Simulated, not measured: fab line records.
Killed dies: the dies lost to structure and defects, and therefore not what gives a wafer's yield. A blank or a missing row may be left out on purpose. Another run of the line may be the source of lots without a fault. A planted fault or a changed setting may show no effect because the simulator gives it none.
Struck lot and sound lot, side by side || flow gf180mcu || 43 out of 602 route steps
Sound: these wafers, L303.1, L303.3, L303.5. The struck wafers were L318.2, L318.3, L318.5. The cause is given at the end.
Each step with rows lists, per side, the tool, then ch with its chambers, then its first start. Under that, the readings that differ: sound wafers || struck wafers || difference of the means || sigmas: that difference in standard deviations of wafers without a fault.
alike: readings with means less than 2 such deviations apart, plus words and numbers identical on both sides. not compared: withheld readings, readings lacking a value on some wafer, bounds such as >300 that could conceal the same value, and numbers that have no deviation in the record and whose values overlap.
A row with sigmas, a row that says differs or no value, or rows on one side alone: a step with any of these is where the two part. Non-overlapping numbers with no deviation appear without sigmas and do not part them. Lack of a reading on every wafer of one side parts them only where that side has two or more wafers.

first, 5 steps without rows for these wafers: GF_HV_LDD_COAT_02 (resist thk 1000 nm); GF_HV_LDD_SOFTBAKE_03 (time 60 s); GF_HV_LDD_EXPOSE_04 (exposes mask Nplus LV AREA, target cd 400 nm); GF_HV_LDD_PEB_05; GF_HV_LDD_DEVELOP_06 (develop time 60 s).
GF_HV_LDD_CD_MEAS_07: target cd 400 nm.
  struck on cd_sem-01, day 16 05:17; sound on cd_sem-01, day 11 13:10
  alike: cd_nm
GF_HV_LDD_OVL_MEAS_08:
  struck on overlay-01, day 16 05:23; sound on overlay-02, day 11 13:17
{"reading": "HV_LDD_OVL (nm)", "sound": "2.6 0.4 0.0", "struck": "-1.0 -1.9 -3.1", "difference": -3.0, "sigmas": -2}
following that, these wafers have no rows for 1 step: GF_HV_LDD_IMPLANT_09.
GF_HV_LDD_STRIP_10: strips in O2/N2.
  sound on plasma_asher-03 ch 1, day 11 13:28; struck on plasma_asher-02 ch 1, day 16 05:34
{"reading": "drypump_motor_current_A (A)", "sound": "4.9 4.9 4.9", "struck": "6.0 6.0 6.0", "difference": "+1.1", "sigmas": "+2"}
{"reading": "heater_power_w (W)", "sound": "328 313 321", "struck": "369 373 379", "difference": "+53", "sigmas": "+2"}
{"reading": "oes_product_au (a.u.)", "sound": "0.711 0.704 0.711", "struck": "0.725 0.719 0.716", "difference": "+0.011", "sigmas": "+2"}
  alike: strip_time_to_endpoint_s
  not compared: rf_hours_counter_h
GF_HV_LDD_TW_MEAS_11:
  struck on film_metro-01, day 16 05:41; sound on film_metro-01, day 11 13:34
  alike: HV_LDD_TW
then, 2 steps without rows for these wafers: GF_HV_LDD_DEHYDRATE_12 (time 60 s); GF_HV_LDD_HMDS_13 (prime time 60 s).
GF_HV_LDD_COAT_14: resist thk 1000 nm.
  struck on litho_track-04, day 16 16:32; sound on litho_track-04 ch 0, day 11 22:28
  no value came back on the struck wafers for chill_plate_temp_C (C), dispense_pressure_kPa (kPa); on the sound wafers chill_plate_temp_C (C) reads 23.09 23.19 22.93
then, 4 steps without rows for these wafers: GF_HV_LDD_SOFTBAKE_15 (time 60 s); GF_HV_LDD_EXPOSE_16 (exposes mask Pplus LV AREA, target cd 400 nm); GF_HV_LDD_PEB_17; GF_HV_LDD_DEVELOP_18 (develop time 60 s).
GF_HV_LDD_CD_MEAS_19: target cd 400 nm.
  struck on cd_sem-02, day 17 04:02; sound on cd_sem-02, day 12 08:31
{"reading": "cd_nm (nm)", "sound": "393.2 393.7 392.3", "struck": "- - -", "difference": "no value on the struck wafers", "sigmas": ""}
GF_HV_LDD_OVL_MEAS_20:
  struck on overlay-02, day 17 04:08; sound on overlay-02, day 12 08:38
{"reading": "HV_LDD_01_OVL (nm)", "sound": "0.7 1.1 0.1", "struck": "- - -", "difference": "no value on the struck wafers", "sigmas": ""}
following that, these wafers have no rows for 1 step: GF_HV_LDD_IMPLANT_21.
GF_HV_LDD_STRIP_22: strips in O2/N2.
  sound on plasma_asher-02 ch 0,1, day 12 08:49; struck on plasma_asher-03 ch 0,1, day 17 04:19
  no value came back on the struck wafers for oes_product_au (a.u.), strip_time_to_endpoint_s (s); on the sound wafers oes_product_au (a.u.) reads 0.718 0.711 0.721
{"reading": "heater_power_w (W)", "sound": "388 375 364", "struck": "322 321 325", "difference": -53, "sigmas": -2}
  alike: drypump_motor_current_A
  not compared: rf_hours_counter_h
GF_HV_LDD_TW_MEAS_23:
  struck on film_metro-04, day 17 04:26; sound on film_metro-01, day 12 08:55
{"reading": "HV_LDD_2_TW", "sound": "1058 1064 1064", "struck": "1086 1076 1086", "difference": "+21", "sigmas": "+2"}
then, 7 steps without rows for these wafers: GF_HV_LDD_DEHYDRATE_24 (time 60 s); GF_HV_LDD_HMDS_25 (prime time 60 s); GF_HV_LDD_COAT_26 (resist thk 1000 nm); GF_HV_LDD_SOFTBAKE_27 (time 60 s); GF_HV_LDD_EXPOSE_28 (exposes mask Nplus HV AREA, target cd 400 nm); GF_HV_LDD_PEB_29; GF_HV_LDD_DEVELOP_30 (develop time 60 s).
GF_HV_LDD_CD_MEAS_31: target cd 400 nm.
  struck on cd_sem-02, day 18 03:23; sound on cd_sem-01, day 13 04:58
  alike: cd_nm
GF_HV_LDD_OVL_MEAS_32:
  struck on overlay-02, day 18 03:29; sound on overlay-02, day 13 05:05
  alike: HV_LDD_02_OVL
then, 4 steps without rows for these wafers: GF_HV_LDD_IMPLANT_33; GF_HV_LDD_IMPLANT_34; GF_HV_LDD_IMPLANT_35; GF_HV_LDD_IMPLANT_36.
GF_HV_LDD_STRIP_37: strips in O2/N2.
  sound on plasma_asher-02 ch 0,1, day 13 05:43; struck on plasma_asher-01 ch 0,1, day 18 04:07
  alike: drypump_motor_current_A, heater_power_w, oes_product_au, strip_time_to_endpoint_s
  not compared: rf_hours_counter_h
GF_HV_LDD_TW_MEAS_38:
  struck on film_metro-03, day 18 04:32; sound on film_metro-04, day 13 05:49
{"reading": "HV_LDD_3_TW", "sound": "1472 1479 1467", "struck": "1624 1621 1614", "difference": "+147", "sigmas": "+10"}
  not compared: hold
then, 4 steps without rows for these wafers: GF_HV_LDD_HMDS_40 (prime time 60 s); GF_HV_LDD_COAT_41 (resist thk 1009 nm); GF_HV_LDD_SOFTBAKE_42 (time 60 s); GF_HV_LDD_EXPOSE_43 (exposes mask Pplus HV AREA, target cd 400 nm).
GF_HV_LDD_TW_MEAS_50:
  struck on film_metro-01, day 19 05:00; sound on film_metro-01, day 14 02:19
{"reading": "HV_LDD_4_TW", "sound": "573 572 573", "struck": "1102 1102 1102", "difference": "+529", "sigmas": "+90"}
  not compared: hold
GF_PASSIVATION_PROBE_99:
  rows exist in the record for the sound wafers here (prober-02, day 30 14:07), none for the struck ones

## WHERE THEY PART
Last at GF_PASSIVATION_PROBE_99 as far as this record goes, first at GF_HV_LDD_OVL_MEAS_08.

WHY: whatever the simulator had introduced
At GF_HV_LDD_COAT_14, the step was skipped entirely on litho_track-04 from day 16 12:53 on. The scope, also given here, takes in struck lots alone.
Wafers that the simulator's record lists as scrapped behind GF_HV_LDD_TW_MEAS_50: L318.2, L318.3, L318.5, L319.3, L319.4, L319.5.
